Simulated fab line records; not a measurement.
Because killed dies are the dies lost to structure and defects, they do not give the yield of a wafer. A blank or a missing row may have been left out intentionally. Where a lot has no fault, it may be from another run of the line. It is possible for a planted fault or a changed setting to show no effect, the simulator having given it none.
Which tool did it? | flow sky130 | 10 lots, 30 wafers sampled, at 6 steps of a route of 708

== WHAT EACH GAUGE READ, for each wafer ==
SKY_POLY_GATE_THK_MEAS_01.
lot  | measured     | on            | POLY_GATE_CVD_00_THK (nm)
L300 | day 13 22:11 | film metro-03 | 181.6 180.8 180.8
L301 | day 14 02:58 | film metro-02 | 181.4 181.6 181.9
L305 | day 16 00:59 | film metro-01 | 180.6 181.8 181.7
L306 | day 16 08:08 | film metro-01 | 181.4 180.4 181.1
L307 | day 16 16:41 | film metro-01 | 178.4 177.2 178.9
L314 | day 19 01:35 | film metro-03 | 181.9 183.3 182.7
L315 | day 19 11:31 | film metro-01 | 182.0 182.0 183.0
L319 | day 20 23:39 | film metro-01 | 181.3 180.5 180.4
L322 | day 21 16:32 | film metro-02 | 180.8 180.7 181.2
L323 | day 22 02:59 | film metro-03 | 182.3 184.6 184.2

SKY_LDD_N_TW_MEAS_17.
lot  | measured     | on            | LDD_N_TW
L300 | day 17 16:32 | film metro-04 | 2555 2554 2567
L301 | day 17 19:13 | film metro-01 | 2587 2577 2580
L305 | day 19 23:43 | film metro-03 | 2819 2823 2823
L306 | day 20 10:38 | film metro-01 | 2854 2841 2829
L307 | day 20 15:47 | film metro-04 | 2811 2812 2816
L314 | day 23 03:14 | film metro-04 | 2560 2549 2555
L315 | day 23 12:28 | film metro-03 | 2585 2580 2593
L319 | day 24 22:37 | film metro-03 | 2573 2579 2565
L322 | day 25 14:31 | film metro-01 | 2578 2580 2584
L323 | day 26 01:19 | film metro-01 | 2576 2587 2575

== EACH LOT AND THE TOOL THAT RAN IT (in order: tool; ch and the chambers of the sampled wafers; start) ==
lot  | SKY_SONOS_ONO_ETCH_15              | SKY_GATE_OXIDE_STRIP_13              | SKY_LDD_N_IMPLANT_11            | SKY_LDD_N_STRIP_16
L300 | rie diel-02 ch 0,1,3, day 12 13:05 | plasma asher-02 ch 0,1, day 13 16:41 | implanter-02 ch 0, day 17 15:41 | plasma asher-04 ch 0,1, day 17 16:26
L301 | rie diel-02 ch 1,3, day 12 18:58   | plasma asher-02 ch 0,1, day 13 21:58 | implanter-02 ch 0, day 17 18:24 | plasma asher-02 ch 0,1, day 17 19:08
L305 | rie diel-02 ch 0,1,3, day 14 14:37 | plasma asher-03 ch 0,1, day 15 19:38 | implanter-02 ch 0, day 19 22:52 | plasma asher-01 ch 0,1, day 19 23:36
L306 | rie diel-03 ch 0,1,3, day 14 22:10 | plasma asher-03 ch 0, day 16 03:43   | implanter-02 ch 0, day 20 09:48 | plasma asher-02 ch 0,1, day 20 10:31
L307 | rie diel-02 ch 0,3, day 15 04:14   | plasma asher-01 ch 0,1, day 16 13:05 | implanter-02 ch 0, day 20 14:56 | plasma asher-01 ch 0,1, day 20 15:41
L314 | rie diel-04 ch 1,2,3, day 17 11:53 | plasma asher-02 ch 0,1, day 18 21:08 | implanter-02 ch 0, day 23 02:23 | plasma asher-02 ch 0,1, day 23 03:08
L315 | rie diel-03 ch 0,3, day 17 22:31   | plasma asher-03 ch 0,1, day 19 06:22 | implanter-03 ch 0, day 23 11:37 | plasma asher-02 ch 0,1, day 23 12:22
L319 | rie diel-04 ch 2,3, day 19 11:47   | plasma asher-03 ch 0,1, day 20 20:06 | implanter-03 ch 0, day 24 21:46 | plasma asher-02 ch 0,1, day 24 22:31
L322 | rie diel-02 ch 1,3, day 20 03:46   | plasma asher-01 ch 1, day 21 12:58   | implanter-02 ch 0, day 25 13:40 | plasma asher-02 ch 1, day 25 14:24
L323 | rie diel-02 ch 0,1,3, day 20 14:19 | plasma asher-01 ch 1, day 21 23:26   | implanter-03 ch 0, day 26 00:28 | plasma asher-04 ch 0,1, day 26 01:12
- SKY_SONOS_ONO_ETCH_15: etches the open film in CHF3/O2, target depth 19.52 nm, time 7.8 s.
- SKY_GATE_OXIDE_STRIP_13: strips in O2/N2.
- SKY_LDD_N_IMPLANT_11
- SKY_LDD_N_STRIP_16: strips in O2/N2.

== WHAT THE TOOLS THEMSELVES READ (means of the sampled wafers that have a number; where no wafer has one, the mark that the record gives instead) ==
SKY_SONOS_ONO_ETCH_15.
lot  | tool        | chf3 flow sccm (sccm) | drypump motor current A (A) | oes product au (a.u.) | throttle valve pct (%)
L300 | rie diel-02 | 50.18                 | 5.7                         | 0.996                 | 8.829
L301 | rie diel-02 | 50.02                 | 5.8                         | 0.990                 | 8.837
L305 | rie diel-02 | 49.95                 | 5.7                         | 0.998                 | 8.829
L306 | rie diel-03 | 49.91                 | 5.7                         | 0.999                 | 8.818
L307 | rie diel-02 | 50.00                 | 5.6                         | 0.995                 | 8.830
L314 | rie diel-04 | 49.89                 | 6.3                         | 0.992                 | 8.824
L315 | rie diel-03 | 50.00                 | 5.6                         | 0.998                 | 8.824
L319 | rie diel-04 | 49.90                 | 6.5                         | 0.994                 | 8.827
L322 | rie diel-02 | 50.01                 | 5.8                         | 0.990                 | 8.823
L323 | rie diel-02 | 49.73                 | 5.7                         | 0.996                 | 8.822

SKY_GATE_OXIDE_STRIP_13.
lot  | tool            | drypump motor current A (A) | oes product au (a.u.) | strip time to endpoint s (s)
L300 | plasma asher-02 | 6.5                         | 0.717                 | 14.12
L301 | plasma asher-02 | 6.5                         | 0.719                 | 14.13
L305 | plasma asher-03 | 6.2                         | 0.717                 | 14.16
L306 | plasma asher-03 | 5.9                         | 0.715                 | 14.12
L307 | plasma asher-01 | 6.2                         | 0.717                 | 14.19
L314 | plasma asher-02 | 6.5                         | 0.712                 | 14.21
L315 | plasma asher-03 | 6.2                         | 0.717                 | 14.14
L319 | plasma asher-03 | 6.1                         | 0.715                 | 14.25
L322 | plasma asher-01 | 6.6                         | 0.719                 | 14.22
L323 | plasma asher-01 | 6.6                         | 0.710                 | 14.21

SKY_LDD_N_IMPLANT_11.
lot  | tool         | beam on s (s) | dose ions cm2 | faraday current uA
L300 | implanter-02 | 10.18         | 7.5e+13       | 415
L301 | implanter-02 | 9.85          | 7.5e+13       | 428
L305 | implanter-02 | 34.13         | 3.0e+14       | 499
L306 | implanter-02 | 33.33         | 3.0e+14       | 514
L307 | implanter-02 | 34.23         | 3.0e+14       | 501
L314 | implanter-02 | 10.20         | 7.5e+13       | 416
L315 | implanter-03 | 9.86          | 7.5e+13       | 428
L319 | implanter-03 | 10.07         | 7.5e+13       | 420
L322 | implanter-02 | 10.09         | 7.5e+13       | 419
L323 | implanter-03 | 9.90          | 7.5e+13       | 427

SKY_LDD_N_STRIP_16.
lot  | tool            | drypump motor current A (A) | oes product au (a.u.) | strip time to endpoint s (s)
L300 | plasma asher-04 | 5.7                         | 0.410                 | 4.329
L301 | plasma asher-02 | 6.5                         | 0.406                 | 4.306
L305 | plasma asher-01 | 5.8                         | 0.408                 | 4.898
L306 | plasma asher-02 | 6.5                         | 0.410                 | 4.896
L307 | plasma asher-01 | 6.2                         | 0.406                 | 4.899
L314 | plasma asher-02 | 6.5                         | 0.404                 | 4.294
L315 | plasma asher-02 | 6.6                         | 0.402                 | 4.296
L319 | plasma asher-02 | 6.6                         | 0.404                 | 4.326
L322 | plasma asher-02 | 6.4                         | 0.410                 | 4.309
L323 | plasma asher-04 | 5.7                         | 0.407                 | 4.340

== THE ANSWER, worked out from the rows above alone ==
Rule: what is usual is taken from the lots themselves. The widest of any qualifying gaps counts: lots, ordered by their means at a reading, are off when they make up no more than a third of the lots, leave a main group of 4 or more, and stand apart from it by 3 or more times the standard deviation of that group's means. Not used: any main group whose means are identical at the precision the tables above print for the reading. A lot without any number at a reading at which 4 lots or more have one is off too. The other lots that the step has rows for count as sound. Order of review: gauges by route order, followed by the tools' own readings, for which a lot's mean as printed above is used. At the first step where some lot is off, the reading lying furthest off is the one used; lots without a number count as furthest.
Off: L305, L306, L307, seen at SKY_LDD_N_TW_MEAS_17 (LDD_N_TW). The main group has a mean of 2573 with a standard deviation of 11.
A tool fits if, at a process step before that reading, it ran every lot that is off, and no sound lot after the first of them. Not tried: the gauges at SKY_LDD_N_TW_MEAS_17; whatever is off there is also off at SKY_LDD_N_IMPLANT_11, on other tools, and gauge error can't account for it. Of those tried, none fits.

== WHAT THE SIMULATOR HAD INSERTED ==
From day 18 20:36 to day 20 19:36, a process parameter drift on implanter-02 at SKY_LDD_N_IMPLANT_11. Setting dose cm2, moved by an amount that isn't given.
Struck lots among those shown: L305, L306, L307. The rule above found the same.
